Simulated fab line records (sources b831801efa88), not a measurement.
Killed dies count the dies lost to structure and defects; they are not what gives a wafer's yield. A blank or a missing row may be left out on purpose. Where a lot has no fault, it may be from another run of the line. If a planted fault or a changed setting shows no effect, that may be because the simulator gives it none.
Struck lot and sound lot, side by side ; flow gf180mcu ; 14 out of 602 route steps
Sound: these wafers, L882.1, L882.2, L882.6. Struck: wafers L885.2, L885.4, L885.5. At the end, the cause is stated.
Order at every step that has rows: each side's tool, ch and its chambers, its first start. Under that, the readings that differ: sound wafers ; struck wafers ; difference of the means ; sigmas: that difference in standard deviations of wafers without a fault.
alike: a reading whose means differ by less than 2 such deviations, as well as words and numbers matching on both sides. not compared: withheld readings; readings where some wafer has no value; bounds like >300 that might hide an equal value; numbers whose values overlap and for which the record gives no deviation.
Wherever a step has rows on one side only, a row that says differs or no value, or a row with sigmas, the two part there. Numbers that have no deviation but don't overlap get no sigmas and don't part them. Lack of a reading on every wafer of one side parts them only where that side has two or more wafers.

GF_V2_CD_MEAS_14 targets a cd of 260 nm.
  sound: cd_sem-01 at day 21 05:25; struck: cd_sem-01 at day 22 04:55
  alike: cd_nm
GF_V2_OVL_MEAS_15:
  sound: overlay-01 at day 21 05:32; struck: overlay-02 at day 22 05:01
reading;sound;struck;difference;sigmas
V2_OVL (nm);-15 -1 -9;1 3 12;+14;+2
GF_V2_ETCH_16: etches BARC in N2/H2.
  sound on rie_diel-04 ch 1,2, day 21 05:34; struck on rie_diel-02 ch 1,3, day 22 05:03
  alike: drypump_motor_current_A, oes_product_au, throttle_valve_pct
then, 1 step without rows for these wafers: GF_V2_ETCH_17 (etches SiO2 in C4F8/O2/Ar, stops on TiN, target depth 630 nm).
GF_V2_STRIP_18: strips in O2/N2.
  sound on plasma_asher-02 ch 0,1, day 21 05:42; struck on plasma_asher-01 ch 0, day 22 05:11
  alike: drypump_motor_current_A, heater_power_w, oes_product_au
  not compared: rf_hours_counter_h
then, 2 steps without rows for these wafers: GF_V2_STRIP_19 (strips in post etch residue remover, time 1200 s); GF_V2_CLEAN_20 (cleans in DIW).
GF_V2_SPUTTER_21: material Ti, target thk 15 nm, time 80.02 s.
  sound: pvd_sputter-01 at day 21 06:35; struck: pvd_sputter-02 at day 22 05:43
  alike: throttle_valve_pct
GF_V2_SPUTTER_22: material TiN, target thk 10 nm, time 40 s.
  sound: pvd_sputter-01 at day 21 06:39; struck: pvd_sputter-02 at day 22 05:47
  alike: throttle_valve_pct
GF_V2_CVD_23: deposits W, target thk 350 nm, time 104.94 s.
  sound on cvd_w-02 ch 0,1, day 21 06:41; struck on cvd_w-01 ch 0,1, day 22 05:49
  alike: chamber_pressure_Torr, heater_power_w
GF_V2_RS_MEAS_24: measurement is done with a four-point probe.
  sound: film_metro-03 at day 21 06:48; struck: film_metro-01 at day 22 05:57
  alike: V2_W_RS
GF_V2_THK_MEAS_25: measures by xrf.
  sound: film_metro-03 at day 21 06:55; struck: film_metro-01 at day 22 06:04
  alike: V2_W_THK
GF_V2_CMP_26: polishes, stops on SiO2, t overpolish 15 s, target thk 0 nm.
  sound on cmp-01 ch 1,3, day 21 07:02; struck on cmp-02 ch 0,2,3, day 22 06:10
  no value came back on the struck wafers for any of 5 readings (edge_zone_pressure_frac, head_pressure_psi (psi) and others); on the sound wafers edge_zone_pressure_frac reads 0.997 0.998 1.002
reading;sound;struck;difference;sigmas
model.W_of_V2_CVD_23.thk_nm (nm);0 0 0;344.1 354.3 348.6;+349.0;
model.SiO2_of_V2_CVD_02.thk_nm (nm);629.4 628.4 628.6;630.4 630.2 632;+2.1;
-- the record jumps here: 8 days lie between the struck wafers' starts before and after (it left off in module V2 and takes up again in module PASSIVATION, whose first step shown is number 602 of the route) --
GF_PASSIVATION_PROBE_99:
  only the struck wafers here have rows in the record (prober-01, day 30 13:16); the sound ones have none

## WHERE THEY PART
Earliest at GF_V2_OVL_MEAS_15; latest, in this record, at GF_PASSIVATION_PROBE_99.

WHY: the cause the simulator had injected
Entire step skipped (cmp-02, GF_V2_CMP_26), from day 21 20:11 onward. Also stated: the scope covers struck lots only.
